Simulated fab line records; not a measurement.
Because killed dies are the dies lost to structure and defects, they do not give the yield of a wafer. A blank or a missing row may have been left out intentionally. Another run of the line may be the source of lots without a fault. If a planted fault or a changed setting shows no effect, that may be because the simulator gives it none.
Matching of chambers + flow gf180mcu + cmp-01 running GF_STI_CMP_25: 4 sister chambers
The step polishes, stops on Si3N4, t overpolish 33 s, target thk 524.6 nm. 4 wafers are shown with their chamber, then 9 later ones without.

## WAFERS PAIRED WITH THEIR CHAMBERS
| wafer  | chamber | motorCurrentA (A) |
|--------|---------|-------------------|
| L678.5 | 3       | 9.7               |
| L680.3 | 1       | 13.1              |
| L682.1 | 2       | 10.9              |
| L682.2 | 0       | 11.8              |

## WAFERS WITHOUT THEIR CHAMBER
| wafer  | motorCurrentA (A) |
|--------|-------------------|
| L682.5 | 13.6              |
| L690.1 | 10.9              |
| L690.5 | 11.6              |
| L692.2 | 13.0              |
| L692.4 | 11.1              |
| L692.5 | 10.4              |
| L693.2 | 12.5              |
| L693.4 | 10.3              |
| L693.6 | 13.1              |

## WHICH CHAMBER EACH ONE RAN IN
| wafer  | from the rows above     | in truth |
|--------|-------------------------|----------|
| L682.5 | 1                       | 1        |
| L690.1 | 2                       | 2        |
| L690.5 | can't be placed: 0 or 2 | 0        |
| L692.2 | 1                       | 1        |
| L692.4 | can't be placed: 2 or 0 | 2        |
| L692.5 | can't be placed: 2 or 3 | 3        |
| L693.2 | can't be placed: 1 or 0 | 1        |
| L693.4 | can't be placed: 2 or 3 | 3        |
| L693.6 | 1                       | 1        |
Correct placement for 4 of the 9. Can't be placed from these rows: 5 (the true chamber is among the candidates in 5). 0 placed wrongly.
How it was worked out, from the rows above alone: a wafer's distance from a chamber is the root of the sum, over the readings, of the square of ((its reading less the chamber's mean) divided by the reading's scatter). The wafer belongs to the nearest chamber; if the next one is less than 2 further off, it can't be placed. For every chamber, the mean is computed from those of its wafers that are shown. The scatter (one wafer shown for each chamber): square how far every hidden wafer sits from the nearest shown wafer, average those squares and take the square root.
